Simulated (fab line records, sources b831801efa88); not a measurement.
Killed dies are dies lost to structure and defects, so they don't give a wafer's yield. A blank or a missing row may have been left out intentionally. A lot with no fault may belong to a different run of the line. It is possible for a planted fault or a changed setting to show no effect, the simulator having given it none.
fab line records	flow sky130
record lots=5	wafers=15	last_day=50
route steps=708 shown LI_CONTACT@375 LOCAL_INTERCONNECT@387 PAD_OPEN@708
lots that met no fault: from a run of the same line without faults
start_h: start of the lot's first displayed wafer, in hours after the record's first day	wait_h: hours elapsed since this lot's preceding step	" repeats the value in the row above	L1.1+2: several wafers, shown together as one row	- no value present, or no start provided	* or withheld: withheld	< > ~ a bound
route shown NAME@n: names a module that has steps shown in the file, with the first one's number in the route	usual: the fault-free wafers' mean and standard deviation	same: alike in all rows	chamber/n: place in a boat	sites: readings site by site	_std_site: their standard deviation	_edge_site: inner sites' mean taken away from outer sites' mean	radius_mm: for every site, how far away it sits from the centre of the wafer	mask NAME#n: copy n	behind: the tool/chamber that last shaped the wafer	hold: what put the lot on hold/how long, in hours/how the hold closed	device: the n, p or np transistor that did not switch	end of line: tests run on the same wafers once the route is complete	step lacking rows: just its recipe	killed: dies that structure and defects cost at the first sort, which is not the same as the wafer's yield	map: per-die view of a wafer (x killed, . not killed, _ where there is no die)
set.NAME: the setting the step ran with; set.NAME@STEP: the setting that earlier step ran with	model.NAME: the simulator's own value behind a step, which no gauge read
a table for each step, a row for each wafer; lots at some steps of the route
services: a tool's chamber out of use, with start hour (start_h, from the record's first day; less than 0 if before it), hours out, and reason
## steps
# step SKY_LI_CONTACT_OVL_MEAS_13
# usual LI_CONTACT_OVL=0/5.6
lot.wafer	tool	chamber	start_h	wait_h	LI_CONTACT_OVL[nm]
L887.1	overlay-01	-	680.48	0.1	2
L887.3	"	-	"	"	-1
L887.5	"	-	"	"	7
L894.1	overlay-01	-	738.15	0.1	0
L894.3	"	-	"	"	-4
L894.6	"	-	"	"	-6
L898.2	overlay-01	-	766.30	0.1	7
L898.3	"	-	"	"	8
L898.5	"	-	"	"	8
L905.1	overlay-02	-	832.78	0.1	6
L905.2	"	-	"	"	7
L905.4	"	-	"	"	6
L908.1	overlay-02	-	842.55	0.1	-7
L908.4	"	-	"	"	-2
L908.5	"	-	"	"	-3
# step SKY_LI_CONTACT_ETCH_14
# recipe chemistry=N2/H2	target=BARC	ion_energy_ev=200	source_w=500	bias_w=100	pressure_mtorr=30	n2_flow_sccm=100	h2_flow_sccm=200	stop_on=SiO2	time_s=45.9	target_depth_a=600
# step SKY_LI_CONTACT_ETCH_15
# recipe target=PSG	chemistry=C4F8/O2/Ar	stop_on=Si	taper_deg=4.15	mask_material=KrF-thick	source_w=1500	bias_w=1200	pressure_mtorr=40	c4f8_flow_sccm=withheld	O2_flow_sccm=6	Ar_flow_sccm=300	time_s=withheld	target_depth_a=6000
# usual oes_product_au=0.837/0.0045
lot.wafer	tool	chamber	start_h	wait_h	oes_product_au
L887.1	rie_diel-02	1	680.56	0.0	0.835
L887.3	"	0	"	"	0.848
L887.5	"	1	"	"	0.838
L894.1	rie_diel-04	2	738.23	0.0	0.841
L894.3	"	3	"	"	0.835
L894.6	"	0	"	"	0.841
L898.2	rie_diel-03	2	766.38	0.0	0.839
L898.3	"	3	"	"	0.838
L898.5	"	2	"	"	0.837
L905.1	rie_diel-03	3	832.86	0.0	0.838
L905.2	"	1	"	"	0.839
L905.4	"	2	"	"	0.830
L908.1	rie_diel-04	0	842.63	0.0	0.830
L908.4	"	2	"	"	0.837
L908.5	"	1	"	"	0.841
# step SKY_LI_CONTACT_STRIP_16
# recipe chemistry=O2/N2	power_w=1400	pressure_mtorr=1500	platen_temp_c=withheld	o2_flow_sccm=3000	n2_flow_sccm=300	overash_fraction=0.5
# step SKY_LI_CONTACT_CLEAN_17
# recipe chemistry=NMP	time_s=600	temp_c=60	dry=n2_spin
# step SKY_LI_CONTACT_PRE_CLEAN_18
# recipe gas=Ar	time_s=5.6	bias_v=358
# step SKY_LI_CONTACT_SPUTTER_19
# recipe material=Ti	target_thk_nm=20	chamber_pressure_pa=5	power_w=2500	substrate_temp_c=200	time_s=106.37
# usual throttle_valve_pct=30.4/0.72
lot.wafer	tool	chamber	start_h	wait_h	throttle_valve_pct
L887.1	pvd_sputter-03	-	680.94	0.0	31.1
L887.3	"	-	"	"	30.0
L887.5	"	-	"	"	30.6
L894.1	pvd_sputter-02	-	738.62	0.0	30.0
L894.3	"	-	"	"	31.6
L894.6	"	-	"	"	29.8
L898.2	pvd_sputter-02	-	766.76	0.0	29.8
L898.3	"	-	"	"	31.5
L898.5	"	-	"	"	29.8
L905.1	pvd_sputter-02	-	833.24	0.0	29.4
L905.2	"	-	"	"	29.8
L905.4	"	-	"	"	30.2
L908.1	pvd_sputter-01	-	843.01	0.0	31.7
L908.4	"	-	"	"	30.2
L908.5	"	-	"	"	30.0
# step SKY_LI_CONTACT_SPUTTER_20
# recipe material=TiN	target_thk_nm=20	chamber_pressure_pa=5	power_w=4000	time_s=80
# usual throttle_valve_pct=30.4/0.69
lot.wafer	tool	chamber	start_h	wait_h	throttle_valve_pct
L887.1	pvd_sputter-03	-	681.02	0.0	30.8
L887.3	"	-	"	"	30.2
L887.5	"	-	"	"	30.5
L894.1	pvd_sputter-02	-	738.70	0.0	29.9
L894.3	"	-	"	"	31.2
L894.6	"	-	"	"	30.1
L898.2	pvd_sputter-02	-	766.83	0.0	30.0
L898.3	"	-	"	"	31.6
L898.5	"	-	"	"	29.9
L905.1	pvd_sputter-02	-	833.32	0.0	29.3
L905.2	"	-	"	"	29.9
L905.4	"	-	"	"	30.0
L908.1	pvd_sputter-01	-	843.08	0.0	31.8
L908.4	"	-	"	"	30.3
L908.5	"	-	"	"	29.7
# step SKY_LI_CONTACT_CVD_21
# recipe material=W	target_thk_nm=400	time_s=120.56	temp_c=400	pressure_torr=40
# usual heater_power_w=801/110
lot.wafer	tool	chamber	start_h	wait_h	heater_power_w
L887.1	cvd_w-02	1	681.08	0.0	907
L887.3	"	1	"	"	886
L887.5	"	0	"	"	918
L894.1	cvd_w-01	1	738.76	0.0	710
L894.3	"	0	"	"	684
L894.6	"	1	"	"	718
L898.2	cvd_w-02	0	766.89	0.0	944
L898.3	"	1	"	"	899
L898.5	"	0	"	"	920
L905.1	cvd_w-01	0	833.38	0.0	687
L905.2	"	1	"	"	705
L905.4	"	1	"	"	724
L908.1	cvd_w-02	1	843.14	0.0	916
L908.4	"	1	"	"	903
L908.5	"	1	"	"	947
# step SKY_LI_CONTACT_RS_MEAS_22
# recipe thk_meas_gauge=four-point-probe	reads=W_of_LI_CONTACT_CVD_21+TiN_of_LI_CONTACT_SPUTTER_20+Ti_of_LI_CONTACT_SPUTTER_19
# usual LI_CONTACT_W_RS=0.284/0.0031
lot.wafer	tool	chamber	start_h	wait_h	LI_CONTACT_W_RS[ohm/sq]
L887.1	film_metro-04	-	681.20	0.1	0.282
L887.3	"	-	"	"	0.281
L887.5	"	-	"	"	0.282
L894.1	film_metro-04	-	738.89	0.1	0.281
L894.3	"	-	"	"	0.289
L894.6	"	-	"	"	0.283
L898.2	film_metro-04	-	767.04	0.1	0.281
L898.3	"	-	"	"	0.281
L898.5	"	-	"	"	0.280
L905.1	film_metro-03	-	833.50	0.1	0.287
L905.2	"	-	"	"	0.285
L905.4	"	-	"	"	0.286
L908.1	film_metro-02	-	843.39	0.2	0.284
L908.4	"	-	"	"	0.284
L908.5	"	-	"	"	0.283
# step SKY_LI_CONTACT_THK_MEAS_23
# recipe thk_meas_gauge=xrf	reads=W_of_LI_CONTACT_CVD_21
# usual LI_CONTACT_W_THK=414/5.7
lot.wafer	tool	chamber	start_h	wait_h	LI_CONTACT_W_THK[nm]
L887.1	film_metro-04	-	681.32	0.1	417
L887.3	"	-	"	"	419
L887.5	"	-	"	"	420
L894.1	film_metro-04	-	739.01	0.1	419
L894.3	"	-	"	"	408
L894.6	"	-	"	"	414
L898.2	film_metro-04	-	767.15	0.1	417
L898.3	"	-	"	"	414
L898.5	"	-	"	"	418
L905.1	film_metro-03	-	833.62	0.1	409
L905.2	"	-	"	"	411
L905.4	"	-	"	"	408
L908.1	film_metro-02	-	843.51	0.1	417
L908.4	"	-	"	"	416
L908.5	"	-	"	"	419
# step SKY_LI_CONTACT_CMP_24
# recipe stop_on=PSG	t_overpolish_s=20	down_force_psi=3.5	platen_rpm=60	target_thk_nm=0	pad_velocity_m_s=0.94248
# step SKY_LOCAL_INTERCONNECT_SPUTTER_00
# recipe material=TiN	target_thk_nm=100	temp_c=300	power_w=6500	time_s=83.3	chamber_pressure_pa=0.4
# usual throttle_valve_pct=30.5/0.88
lot.wafer	tool	chamber	start_h	wait_h	throttle_valve_pct	model.TiN_of_LOCAL_INTERCONNECT_SPUTTER_00.thk_nm
L887.1	pvd_sputter-04	-	681.68	0.2	31.2	101
L887.3	"	-	"	"	30.5	99.47
L887.5	"	-	"	"	30.1	100.2
L894.1	pvd_sputter-01	-	739.37	0.1	30.5	100.2
L894.3	"	-	"	"	29.7	137.4
L894.6	"	-	"	"	31.7	98.85
L898.2	pvd_sputter-02	-	767.50	0.1	29.6	99.04
L898.3	"	-	"	"	31.4	100.1
L898.5	"	-	"	"	31.4	99.53
L905.1	pvd_sputter-01	-	833.98	0.1	29.9	102
L905.2	"	-	"	"	30.2	101.6
L905.4	"	-	"	"	31.5	98.8
L908.1	pvd_sputter-02	-	843.87	0.1	29.7	99.83
L908.4	"	-	"	"	30.0	101.1
L908.5	"	-	"	"	29.4	98.35
# step SKY_LOCAL_INTERCONNECT_RS_MEAS_01
# recipe thk_meas_gauge=four-point-probe	reads=TiN_of_LOCAL_INTERCONNECT_SPUTTER_00
# usual LOCAL_INTERCONNECT_TIN_RS=14.08/0.17
lot.wafer	tool	chamber	start_h	wait_h	LOCAL_INTERCONNECT_TIN_RS[ohm/sq]
L887.1	film_metro-03	-	681.75	0.0	14.04
L887.3	"	-	"	"	14.23
L887.5	"	-	"	"	14.13
L894.1	film_metro-01	-	739.43	0.0	14.10
L894.3	"	-	"	"	10.17
L894.6	"	-	"	"	14.31
L898.2	film_metro-01	-	767.58	0.1	14.24
L898.3	"	-	"	"	14.14
L898.5	"	-	"	"	14.16
L905.1	film_metro-02	-	834.05	0.0	13.84
L905.2	"	-	"	"	13.88
L905.4	"	-	"	"	14.29
L908.1	film_metro-01	-	843.94	0.0	14.14
L908.4	"	-	"	"	13.98
L908.5	"	-	"	"	14.38
# step SKY_LOCAL_INTERCONNECT_THK_MEAS_02
# recipe thk_meas_gauge=xrf	reads=TiN_of_LOCAL_INTERCONNECT_SPUTTER_00
# usual LOCAL_INTERCONNECT_TIN_THK=99.1/1.2
lot.wafer	tool	chamber	start_h	wait_h	LOCAL_INTERCONNECT_TIN_THK[nm]
L887.1	film_metro-03	-	681.87	0.1	99.5
L887.3	"	-	"	"	98.6
L887.5	"	-	"	"	99.0
L894.1	film_metro-01	-	739.55	0.1	99.0
L894.3	"	-	"	"	135.0
L894.6	"	-	"	"	97.2
L898.2	film_metro-01	-	767.69	0.1	98.0
L898.3	"	-	"	"	99.2
L898.5	"	-	"	"	98.5
L905.1	film_metro-02	-	834.17	0.1	100.6
L905.2	"	-	"	"	100.0
L905.4	"	-	"	"	97.4
L908.1	film_metro-01	-	844.06	0.1	98.3
L908.4	"	-	"	"	99.9
L908.5	"	-	"	"	97.5
# step SKY_LOCAL_INTERCONNECT_DEHYDRATE_03
# recipe temp_c=200	time_s=60
# step SKY_LOCAL_INTERCONNECT_HMDS_04
# recipe prime_time_s=60	prime_temp_c=120
# step SKY_LOCAL_INTERCONNECT_COAT_05
# recipe resist=BARC	temp_c=withheld	time_s=withheld	spin_rpm=3000	resist_thk_nm=60
# step SKY_LOCAL_INTERCONNECT_COAT_06
# recipe resist=KrF-thick	spin_rpm=3000	resist_thk_nm=450
# step SKY_LOCAL_INTERCONNECT_SOFTBAKE_07
# recipe temp_c=100	time_s=90	resist=KrF-thick
# step SKY_LOCAL_INTERCONNECT_EXPOSE_08
# recipe mask_id=LI1M	na=0.8	source_shape=annular	sigma_inner=0.55	sigma_outer=0.85	target_cd_nm=170	dose_mj=28
# step SKY_LOCAL_INTERCONNECT_PEB_09
# recipe peb_temp_c=withheld	peb_time_s=withheld	resist=KrF-thick
# step SKY_LOCAL_INTERCONNECT_DEVELOP_10
# recipe develop_time_s=60	resist=KrF-thick	dev_temp_c=21
# step SKY_LOCAL_INTERCONNECT_CD_MEAS_11
# recipe target_cd_nm=170
# usual cd_nm=170.0/1.5
lot.wafer	tool	chamber	start_h	wait_h	cd_nm
L887.1	cd_sem-01	-	709.71	-	171.3
L887.3	"	-	"	"	172.9
L887.5	"	-	"	"	172.0
L894.1	cd_sem-02	-	767.10	-	171.8
L894.3	"	-	"	"	172.1
L894.6	"	-	"	"	171.9
L898.2	cd_sem-02	-	794.97	-	172.3
L898.3	"	-	"	"	171.9
L898.5	"	-	"	"	171.3
L905.1	cd_sem-02	-	860.60	-	170.6
L905.2	"	-	"	"	170.9
L905.4	"	-	"	"	169.8
L908.1	cd_sem-01	-	869.73	-	169.5
L908.4	"	-	"	"	168.4
L908.5	"	-	"	"	168.1
# step SKY_LOCAL_INTERCONNECT_OVL_MEAS_12
# usual LOCAL_INTERCONNECT_OVL=-3/5.5
lot.wafer	tool	chamber	start_h	wait_h	LOCAL_INTERCONNECT_OVL[nm]
L887.1	overlay-01	-	709.83	0.1	-5
L887.3	"	-	"	"	-6
L887.5	"	-	"	"	-3
L894.1	overlay-02	-	767.22	0.1	6
L894.3	"	-	"	"	8
L894.6	"	-	"	"	7
L898.2	overlay-02	-	795.07	0.1	-1
L898.3	"	-	"	"	-7
L898.5	"	-	"	"	-8
L905.1	overlay-02	-	860.72	0.1	-6
L905.2	"	-	"	"	-5
L905.4	"	-	"	"	-2
L908.1	overlay-01	-	869.85	0.1	-4
L908.4	"	-	"	"	2
L908.5	"	-	"	"	-8
# step SKY_LOCAL_INTERCONNECT_ETCH_13
# recipe chemistry=N2/H2	target=BARC	ion_energy_ev=200	bias_w=100	pressure_mtorr=30	n2_flow_sccm=100	h2_flow_sccm=200	icp_w=500	stop_on=SiO2	time_s=45.9	target_depth_a=600
# step SKY_LOCAL_INTERCONNECT_METAL_ETCH_14
# recipe target_depth_nm=110	stop_on=PSG	chemistry=Cl2/BCl3	target=TiN	resist_sidewall_deg=88	pressure_mtorr=10	icp_w=900	bias_w=48.5	Cl2_flow_sccm=60	bcl3_flow_sccm=30	time_s=31.4
# usual drypump_motor_current_A=5.68/0.28	mfc_cl2_sccm=60.01/0.17	oes_product_au=0.943/0.0079	throttle_valve_pct=21.900/0.0093
lot.wafer	tool	chamber	start_h	wait_h	drypump_motor_current_A	mfc_cl2_sccm	oes_product_au	rf_hours_counter_h	throttle_valve_pct
L887.1	rie_metal-02	1	709.93	0.0	6.14	59.92	0.947	3.2	21.905
L887.3	"	1	"	"	6.17	59.84	0.943	-	21.891
L887.5	"	0	"	"	6.09	60.03	0.939	-	21.899
L894.1	rie_metal-01	1	767.32	0.0	5.33	59.90	0.940	6.4	21.912
L894.3	"	0	"	"	5.67	59.94	0.994	-	21.860
L894.6	"	1	"	"	5.35	59.90	0.935	-	21.902
L898.2	rie_metal-04	0	795.17	0.0	5.46	60.06	0.930	5.6	21.896
L898.3	"	0	"	"	5.44	60.02	0.943	-	21.897
L898.5	"	0	"	"	5.45	59.80	0.943	-	21.904
L905.1	rie_metal-01	0	860.82	0.0	5.71	59.64	0.962	10.2	21.893
L905.2	"	1	"	"	5.36	60.08	0.950	9.7	21.910
L905.4	"	0	"	"	5.71	60.19	0.934	-	21.912
L908.1	rie_metal-04	1	869.95	0.0	5.62	60.16	0.943	9.8	21.898
L908.4	"	0	"	"	5.46	60.00	0.955	-	21.912
L908.5	"	0	"	"	5.46	60.15	0.932	-	21.921
# step SKY_LOCAL_INTERCONNECT_STRIP_15
# recipe chemistry=O2/N2	power_w=1400	pressure_mtorr=1500	platen_temp_c=withheld	o2_flow_sccm=3000	n2_flow_sccm=300	overash_fraction=0.5
# usual drypump_motor_current_A=5.52/0.2	oes_product_au=0.426/0.0045	strip_time_to_endpoint_s=4.715/0.022
lot.wafer	tool	chamber	start_h	wait_h	drypump_motor_current_A	oes_product_au	rf_hours_counter_h	strip_time_to_endpoint_s
L887.1	plasma_asher-01	1	709.98	0.0	5.41	0.426	100	4.684
L887.3	"	0	"	"	5.52	0.428	-	4.679
L887.5	"	1	"	"	5.43	0.426	-	4.721
L894.1	plasma_asher-02	1	767.37	0.0	5.70	0.431	97	4.740
L894.3	"	0	"	"	5.36	0.436	-	4.727
L894.6	"	1	"	"	5.69	0.422	-	4.690
L898.2	plasma_asher-03	1	795.22	0.0	5.91	0.433	34	4.711
L898.3	"	0	"	"	5.20	0.430	-	4.706
L898.5	"	0	"	"	5.22	0.434	-	4.698
L905.1	plasma_asher-03	1	860.87	0.0	5.92	0.423	41	4.726
L905.2	"	0	"	"	5.18	0.429	41	4.710
L905.4	"	0	"	"	5.20	0.419	-	4.730
L908.1	plasma_asher-01	0	870.00	0.0	5.56	0.428	13	4.711
L908.4	"	1	"	"	5.38	0.431	-	4.728
L908.5	"	1	"	"	5.37	0.433	-	4.721
# step SKY_LOCAL_INTERCONNECT_STRIP_16
# recipe chemistry=post_etch_residue_remover	time_s=1200	temp_c=72.5
lot.wafer	tool	chamber	start_h	wait_h	model.TiN_of_LOCAL_INTERCONNECT_SPUTTER_00.thk_nm
L887.1	wet_bench-04	1	710.08	0.1	100.5
L887.3	"	1	"	"	99.04
L887.5	"	1	"	"	99.75
L894.1	wet_bench-03	3	767.47	0.1	99.77
L894.3	"	3	"	"	137
L894.6	"	3	"	"	98.43
L898.2	wet_bench-03	0	795.32	0.1	98.61
L898.3	"	0	"	"	99.68
L898.5	"	0	"	"	99.11
L905.1	wet_bench-03	2	860.97	0.1	101.5
L905.2	"	2	"	"	101.2
L905.4	"	2	"	"	98.37
L908.1	wet_bench-04	2	870.10	0.1	99.41
L908.4	"	2	"	"	100.7
L908.5	"	2	"	"	97.93
# step SKY_LOCAL_INTERCONNECT_CLEAN_17
# recipe chemistry=IPA	time_s=180	temp_c=25
# step SKY_PAD_OPEN_PROBE_99
# usual killed_at_M0_to_M3=45/6.6	killed_at_M4_up=3.1/1.6	killed_at_contacts=24/5	killed_at_front_end=14/4.4	killed_at_other=0.3/0.58	killed_dies=87/9.2	killed_on_rim=17/3.6	killed_open=47/6.7	killed_short=40/6.4
# same gross_dies=492	killed_at_back_side=0
lot.wafer	tool	chamber	start_h	wait_h	killed_at_M0_to_M3	killed_at_M4_up	killed_at_contacts	killed_at_front_end	killed_at_other	killed_dies	killed_on_rim	killed_open	killed_short
L894.1	prober-01	-	1121.63	0.1	30	3	28	15	0	76	12	46	30
L894.3	prober-01	-	1121.73	0.2	53	6	19	14	1	93	17	48	45
L894.6	prober-01	-	1121.88	0.2	39	1	24	20	0	84	17	52	32
L898.2	prober-01	-	1142.82	0.1	42	5	27	15	0	89	13	45	44
L898.3	prober-01	-	1142.87	0.2	42	3	32	7	0	84	26	43	41
L898.5	prober-01	-	1142.97	0.2	46	5	30	12	0	93	16	58	35
L905.1	prober-01	-	1187.64	0.1	49	1	29	18	0	97	21	58	39
L905.2	prober-01	-	1187.69	0.1	36	5	20	17	0	78	13	49	29
L905.4	prober-01	-	1187.79	0.2	50	4	30	14	0	98	17	60	38
L908.1	prober-01	-	1193.60	0.1	47	2	25	17	1	92	16	50	42
L908.4	prober-01	-	1193.75	0.2	50	1	31	14	0	96	20	49	47
L908.5	prober-01	-	1193.80	0.2	44	5	23	24	0	96	19	52	44
# killed by level:class
L894.1 VIA1:geometric_particle:open=10 LI_CONTACT:geometric_particle:open=9 CONTACT:geometric_particle:open=9 FIELD_ISO:geometric_particle:open=8 METAL2:geometric_particle:short=6 METAL1:geometric_particle:short=5 CONTACT:geometric_particle:short=5 POLY_GATE:geometric_particle:short=4
L894.3 VIA3:geometric_particle:open=12 CONTACT:geometric_particle:open=8 VIA2:geometric_particle:open=7 VIA1:geometric_particle:open=7 CONTACT:geometric_particle:short=6 METAL1:geometric_particle:open=6 FIELD_ISO:geometric_particle:short=5 VIA2:geometric_particle:short=5
L894.6 CONTACT:geometric_particle:open=11 VIA1:geometric_particle:open=10 POLY_GATE:geometric_particle:open=7 POLY_GATE:geometric_particle:short=5 LI_CONTACT:geometric_particle:open=5 FIELD_ISO:geometric_particle:short=4 METAL1:geometric_particle:open=4 LI_CONTACT:geometric_particle:short=4
L898.2 CONTACT:geometric_particle:open=10 VIA1:geometric_particle:open=10 LI_CONTACT:geometric_particle:open=9 METAL1:geometric_particle:short=8 FIELD_ISO:geometric_particle:short=5 METAL2:geometric_particle:short=5 VIA1:geometric_particle:short=5 LOCAL_INTERCONNECT:geometric_particle:short=4
L898.3 CONTACT:geometric_particle:open=12 VIA1:geometric_particle:open=9 LOCAL_INTERCONNECT:geometric_particle:short=6 LI_CONTACT:geometric_particle:short=5 METAL2:geometric_particle:short=5 VIA2:geometric_particle:short=5 VIA2:geometric_particle:open=5 CONTACT:geometric_particle:short=4
L898.5 CONTACT:geometric_particle:open=13 LI_CONTACT:geometric_particle:open=11 VIA1:geometric_particle:open=9 VIA3:geometric_particle:open=7 VIA2:geometric_particle:open=6 METAL4:geometric_particle:short=5 METAL2:geometric_particle:short=5 METAL3:geometric_particle:short=4
L905.1 VIA1:geometric_particle:open=16 LI_CONTACT:geometric_particle:open=13 VIA2:geometric_particle:open=10 CONTACT:geometric_particle:open=7 FIELD_ISO:geometric_particle:short=6 VIA1:geometric_particle:short=6 POLY_GATE:geometric_particle:open=5 METAL1:geometric_particle:short=5
L905.2 VIA1:geometric_particle:open=15 LI_CONTACT:geometric_particle:open=8 CONTACT:geometric_particle:open=6 METAL1:geometric_particle:short=5 VIA2:geometric_particle:open=5 FIELD_ISO:geometric_particle:short=4 FIELD_ISO:geometric_particle:open=4 POLY_GATE:geometric_particle:short=4
L905.4 VIA2:geometric_particle:open=14 LI_CONTACT:geometric_particle:open=10 CONTACT:geometric_particle:open=10 VIA1:geometric_particle:open=8 METAL1:geometric_particle:short=6 VIA3:geometric_particle:open=6 METAL3:geometric_particle:short=5 FIELD_ISO:geometric_particle:open=4
L908.1 VIA1:geometric_particle:open=14 CONTACT:geometric_particle:open=8 VIA3:geometric_particle:open=7 CONTACT:geometric_particle:short=6 FIELD_ISO:geometric_particle:open=5 LOCAL_INTERCONNECT:geometric_particle:short=5 FIELD_ISO:geometric_particle:short=4 LI_CONTACT:geometric_particle:open=4
L908.4 CONTACT:geometric_particle:open=12 VIA1:geometric_particle:open=8 VIA2:geometric_particle:open=7 VIA2:geometric_particle:short=6 LI_CONTACT:geometric_particle:open=6 METAL1:geometric_particle:short=6 LOCAL_INTERCONNECT:geometric_particle:short=6 VIA1:geometric_particle:short=6
L908.5 VIA3:geometric_particle:open=9 CONTACT:geometric_particle:short=9 FIELD_ISO:geometric_particle:open=8 VIA1:geometric_particle:open=8 CONTACT:geometric_particle:open=7 METAL1:geometric_particle:short=5 METAL2:geometric_particle:short=5 VIA2:geometric_particle:open=5
## services
tool	chamber	start_h	hours	kind
rie_metal-01	0	675.72	14.0	repair
rie_diel-04	-	688.44	0.2	repair
pvd_sputter-03	-	693.99	0.9	repair
plasma_asher-03	-	700.71	2.8	pm
plasma_asher-03	-	706.02	11.1	repair
rie_metal-04	1	708.23	1.9	repair
pvd_sputter-01	-	708.84	4.2	repair
plasma_asher-01	-	733.75	9.0	pm
pvd_sputter-03	-	747.19	1.1	repair
rie_metal-01	1	748.65	1.4	repair
plasma_asher-03	-	754.58	12.2	pm
rie_diel-04	-	762.73	2.8	pm
plasma_asher-01	-	770.12	3.0	repair
rie_diel-03	2	780.68	25.0	repair
rie_diel-03	-	785.31	0.6	repair
pvd_sputter-02	-	809.80	2.2	repair
pvd_sputter-03	-	810.95	59.8	repair
pvd_sputter-03	-	814.59	5.3	repair
pvd_sputter-03	-	826.66	2.2	repair
cvd_w-02	0	835.48	8.7	repair
pvd_sputter-02	-	839.16	3.3	repair
cvd_w-01	1	841.55	14.7	repair
plasma_asher-01	-	842.92	1.7	repair
pvd_sputter-02	-	860.13	3.2	repair
## key
first_sign step=SKY_LOCAL_INTERCONNECT_RS_MEAS_01	reading=LOCAL_INTERCONNECT_TIN_RS	direction=down	sigmas=23	usual=14.08	struck=10.17
effect step=SKY_LOCAL_INTERCONNECT_THK_MEAS_02	reading=LOCAL_INTERCONNECT_TIN_THK	direction=up	sigmas=31	usual=99.1	struck=135.0
effect step=SKY_LOCAL_INTERCONNECT_METAL_ETCH_14	reading=oes_product_au	direction=up	sigmas=6.4	usual=0.943	struck=0.994
model_effect step=SKY_LOCAL_INTERCONNECT_SPUTTER_00	value=TiN_of_LOCAL_INTERCONNECT_SPUTTER_00.thk_nm	without=99.37	struck=137.4
model_effect step=SKY_LOCAL_INTERCONNECT_STRIP_16	value=TiN_of_LOCAL_INTERCONNECT_SPUTTER_00.thk_nm	without=98.95	struck=137
met_at SKY_LOCAL_INTERCONNECT_SPUTTER_00
struck_wafers L894.3
tester_left_out L894
fault kind=process_parameter_drift	tool=pvd_sputter-01	chamber=-	onset_h=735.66	steps=SKY_LOCAL_INTERCONNECT_SPUTTER_00	channel=target_thk_nm	offset=38.029	shape=step	end_h=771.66	scope=struck_wafers_only	acts_in=these_recipes_only	stated=100
# tester_left_out: of these lots the tester's yield and bins aren't shown, on N5 and GAA mostly nor the transistor test; their killed dies are dies lost to structure and defects alone, not to doping, threshold or leakage, so they don't give the yield
